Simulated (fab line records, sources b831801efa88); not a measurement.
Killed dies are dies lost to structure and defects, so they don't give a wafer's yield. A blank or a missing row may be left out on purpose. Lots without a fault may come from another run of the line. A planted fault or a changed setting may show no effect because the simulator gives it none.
fab line records | flow gf180mcu | part 2 of 2: steps 32 to 45 of 45
record lots=5 wafers=15 last_day=34
route steps=602 shown HV_LDD@207 NSD@235 PSD@248
lots that met no fault: from a run of the same line without faults
start_h: hours from the record's first day to the start of the lot's first wafer shown | wait_h: hours since the lot's step before | " the same as in the row above | L1.1+2: a row that stands for several wafers | - no value, or no start given | * or withheld: withheld | < > ~ a bound
route shown NAME@n: a module of which the file shows steps, and the number in the route of the first | usual: mean/standard deviation of fault-free wafers | same: alike in all rows | chamber/n: place in a boat | sites: the reading at each site | _std_site: their standard deviation | _edge_site: outer sites' mean less inner sites' | radius_mm: how far each site lies from the wafer's centre | mask NAME#n: copy n | behind: the tool/chamber that last shaped the wafer | hold: why the lot was held/for how many hours/how that ended | device: the transistor (n, p or np) that didn't switch | end of line: the same wafers' tests at the end of the route | a step without rows: its recipe alone | killed: dies lost to structure and defects at the first sort, not the wafer's yield | map: a wafer's dies, x killed, . not, _ none there
set.NAME: the setting as run; set.NAME@STEP: as run at that earlier step | model.NAME: the simulator's own value behind a step, which no gauge read
lots at some steps of the route; a table a step, a row a wafer
services: from which hour (start_h, from the record's first day; less than 0 if before it) a tool's chamber was out of use, for how many hours, and why
## steps
# step GF_NSD_SOFTBAKE_03
# recipe temp_c=90 time_s=60 resist=NOVOLAK
# columns lot.wafer tool chamber start_h wait_h
L074.3+4+5 litho_track-03 0 282.69 0.1
L080.1+4+6 litho_track-02 0 336.99 0.1
L083.1+4+6 litho_track-03 0 365.58 0.1
L095.2+4+5 litho_track-01 0 460.72 0.1
L097.2+5+6 litho_track-02 0 470.76 0.1
# step GF_NSD_EXPOSE_04
# recipe mask_id=Nplus target_cd_nm=400 na=0.6 source_shape=conventional sigma_outer=0.6 dose_mj=140
# columns lot.wafer tool chamber start_h wait_h mask
L074.3+4+5 iline_stepper-02 0 - - Nplus#0
L080.1+4+6 iline_stepper-01 0 - - Nplus#0
L083.1+4+6 iline_stepper-02 0 - - Nplus#0
L095.2+4+5 iline_stepper-01 0 - - Nplus#0
L097.2+5+6 iline_stepper-01 0 - - Nplus#0
# step GF_NSD_PEB_05
# recipe temp_c=withheld time_s=* resist=NOVOLAK
# columns lot.wafer tool chamber start_h wait_h
L074.3+4+5 litho_track-01 0 - -
L080.1+4+6 litho_track-01 0 - -
L083.1+4+6 litho_track-03 0 - -
L095.2+4+5 litho_track-02 0 - -
L097.2+5+6 litho_track-03 0 - -
# step GF_NSD_DEVELOP_06
# recipe develop_time_s=60 dev_temp_c=23
# usual developer_temp_C=23.00/0.1
# columns lot.wafer tool chamber start_h wait_h developer_temp_C
L074.3 litho_track-01 0 292.54 0.1 23.13
L074.4 " 0 " " 23.10
L074.5 " 0 " " 22.97
L080.1 litho_track-01 0 347.59 0.1 23.09
L080.4 " 0 " " 23.11
L080.6 " 0 " " 23.10
L083.1 litho_track-03 0 376.78 0.1 23.00
L083.4 " 0 " " 22.99
L083.6 " 0 " " 22.95
L095.2 litho_track-02 0 472.71 0.1 22.76
L095.4 " 0 " " 22.71
L095.5 " 0 " " 23.05
L097.2 litho_track-03 0 482.66 0.1 22.93
L097.5 " 0 " " 22.92
L097.6 " 0 " " 23.04
# step GF_NSD_CD_MEAS_07
# recipe target_cd_nm=400
# usual cd_nm=399.8/1.9
# columns lot.wafer tool chamber start_h wait_h cd_nm
L074.3 cd_sem-01 - 292.68 0.1 400.3
L074.4 " - " " 400.0
L074.5 " - " " 398.4
L080.1 cd_sem-01 - 347.74 0.1 402.4
L080.4 " - " " 399.8
L080.6 " - " " 399.9
L083.1 cd_sem-01 - 376.93 0.1 398.0
L083.4 " - " " 397.2
L083.6 " - " " 397.3
L095.2 cd_sem-01 - 472.85 0.1 400.0
L095.4 " - " " 399.6
L095.5 " - " " 400.4
L097.2 cd_sem-01 - 482.80 0.1 398.2
L097.5 " - " " 399.7
L097.6 " - " " 400.6
# step GF_NSD_OVL_MEAS_08
# usual NSD_OVL=-0.5/1.5
# columns lot.wafer tool chamber start_h wait_h NSD_OVL[nm]
L074.3 overlay-02 - 292.78 0.1 1.5
L074.4 " - " " -1.8
L074.5 " - " " -0.8
L080.1 overlay-02 - 347.86 0.1 1.2
L080.4 " - " " -0.2
L080.6 " - " " 2.3
L083.1 overlay-01 - 377.05 0.1 0.1
L083.4 " - " " 0.3
L083.6 " - " " -2.5
L095.2 overlay-01 - 472.96 0.1 0.7
L095.4 " - " " 0.0
L095.5 " - " " 0.3
L097.2 overlay-01 - 482.91 0.1 0.4
L097.5 " - " " 1.9
L097.6 " - " " -2.1
# step GF_NSD_IMPLANT_09
# recipe species=As energy_kev=60 dose_cm2=4e+15 tilt_deg=7
# columns lot.wafer tool chamber start_h wait_h
L074.3+4+5 implanter-04 0 292.85 0.1
L080.1+4+6 implanter-04 0 347.90 0.0
L083.1+4+6 implanter-04 0 377.09 0.0
L095.2+4+5 implanter-01 0 473.01 0.0
L097.2+5+6 implanter-01 0 482.96 0.0
# step GF_NSD_IMPLANT_10
# recipe species=P energy_kev=40 dose_cm2=5e+14 tilt_deg=7
# columns lot.wafer tool chamber start_h wait_h
L074.3+4+5 implanter-04 0 293.00 0.1
L080.1+4+6 implanter-04 0 348.05 0.1
L083.1+4+6 implanter-04 0 377.24 0.1
L095.2+4+5 implanter-01 0 473.16 0.1
L097.2+5+6 implanter-01 0 483.11 0.1
# step GF_NSD_STRIP_11
# recipe chemistry=O2/N2 power_w=1400 pressure_mtorr=1500 platen_temp_c=250 o2_flow_sccm=3000 n2_flow_sccm=300 overash_fraction=0.5
# usual drypump_motor_current_A=5.9/0.67 heater_power_w=319/9.2 oes_product_au=0.487/0.0051 strip_time_to_endpoint_s=22.98/0.033
# columns lot.wafer tool chamber start_h wait_h drypump_motor_current_A heater_power_w oes_product_au rf_hours_counter_h strip_time_to_endpoint_s
L074.3 plasma_asher-03 0 293.13 0.1 5.5 332 0.478 - 22.94
L074.4 " 1 " " 5.0 303 0.483 - 22.95
L074.5 " 1 " " 5.0 301 0.482 - 22.92
L080.1 plasma_asher-02 0 348.20 0.1 5.8 314 0.492 58 23.01
L080.4 " 0 " " 5.8 314 0.488 - 23.07
L080.6 " 1 " " 6.4 313 0.484 - 23.01
L083.1 plasma_asher-01 0 377.39 0.1 6.8 326 0.488 27 22.94
L083.4 " 0 " " 6.7 322 0.479 - 22.94
L083.6 " 1 " " 5.3 322 0.496 - 22.96
L095.2 plasma_asher-03 1 473.29 0.1 5.0 306 0.479 86 23.00
L095.4 " 0 " " 5.5 336 0.486 - 22.97
L095.5 " 0 " " 5.5 335 0.488 - 23.02
L097.2 plasma_asher-03 1 483.24 0.1 5.0 310 0.487 87 22.98
L097.5 " 1 " " 5.0 306 0.481 - 23.00
L097.6 " 0 " " 5.5 328 0.485 - 22.96
# step GF_NSD_TW_MEAS_12
# usual NSD_TW=4236/22
# columns lot.wafer tool chamber start_h wait_h NSD_TW
L074.3 film_metro-03 - 293.22 0.1 4239
L074.4 " - " " 4251
L074.5 " - " " 4216
L080.1 film_metro-02 - 348.30 0.1 4215
L080.4 " - " " 4255
L080.6 " - " " 4239
L083.1 film_metro-02 - 377.49 0.1 4207
L083.4 " - " " 4206
L083.6 " - " " 4182
L095.2 film_metro-02 - 473.40 0.1 4228
L095.4 " - " " 4233
L095.5 " - " " 4228
L097.2 film_metro-02 - 483.35 0.1 4217
L097.5 " - " " 4224
L097.6 " - " " 4206
# step GF_PSD_DEHYDRATE_00
# recipe temp_c=200 time_s=60
# columns lot.wafer tool chamber start_h wait_h
L074.3+4+5 litho_track-03 0 302.49 9.3
L080.1+4+6 litho_track-02 0 358.04 9.7
L083.1+4+6 litho_track-03 0 387.58 10.1
L095.2+4+5 litho_track-02 0 484.51 11.1
L097.2+5+6 litho_track-04 0 494.76 11.4
# step GF_PSD_HMDS_01
# recipe prime_time_s=60 prime_temp_c=120
# columns lot.wafer tool chamber start_h wait_h
L074.3+4+5 litho_track-03 0 302.64 0.1
L080.1+4+6 litho_track-02 0 358.19 0.1
L083.1+4+6 litho_track-03 0 387.73 0.1
L095.2+4+5 litho_track-02 0 484.66 0.1
L097.2+5+6 litho_track-04 0 494.91 0.1
# step GF_PSD_COAT_02
# recipe resist=NOVOLAK spin_rpm=3000 resist_thk_nm=1000
# columns lot.wafer tool chamber start_h wait_h
L074.3+4+5 litho_track-03 0 302.79 0.1
L080.1+4+6 litho_track-02 0 358.34 0.1
L083.1+4+6 litho_track-03 0 387.88 0.1
L095.2+4+5 litho_track-02 0 484.81 0.1
L097.2+5+6 litho_track-04 0 495.06 0.1
# step GF_PSD_SOFTBAKE_03
# recipe temp_c=90 time_s=60 resist=NOVOLAK
# columns lot.wafer tool chamber start_h wait_h
L074.3+4+5 litho_track-03 0 302.94 0.1
L080.1+4+6 litho_track-02 0 358.49 0.1
L083.1+4+6 litho_track-03 0 388.03 0.1
L095.2+4+5 litho_track-02 0 484.96 0.1
L097.2+5+6 litho_track-04 0 495.21 0.1
## services
# columns tool chamber start_h hours kind
plasma_asher-03 - 238.98 4.9 repair
rie_diel-02 0 245.07 12.2 repair
implanter-04 - 247.54 5.3 pm
lpcvd-01 - 251.97 0.3 repair
plasma_asher-03 - 271.79 0.5 repair
rtp_anneal-01 - 276.91 22.4 pm
implanter-01 - 293.24 2.9 repair
rie_diel-02 2 294.73 5.3 repair
implanter-04 - 296.76 19.1 pm
iline_stepper-01 - 298.03 7.5 repair
implanter-04 - 326.38 4.4 repair
implanter-01 - 362.21 2.4 repair
plasma_asher-03 - 363.07 14.6 pm
implanter-03 - 363.59 1.6 repair
implanter-03 - 376.63 4.1 pm
implanter-03 - 382.96 1.6 repair
iline_stepper-02 - 394.92 1.7 pm
implanter-01 - 418.83 4.6 pm
lpcvd-01 - 437.67 1.9 repair
iline_stepper-02 - 437.95 2.6 repair
iline_stepper-01 - 443.50 1.7 pm
implanter-04 - 446.37 6.5 pm
implanter-03 - 462.08 13.7 pm
plasma_asher-02 - 462.13 1.7 repair
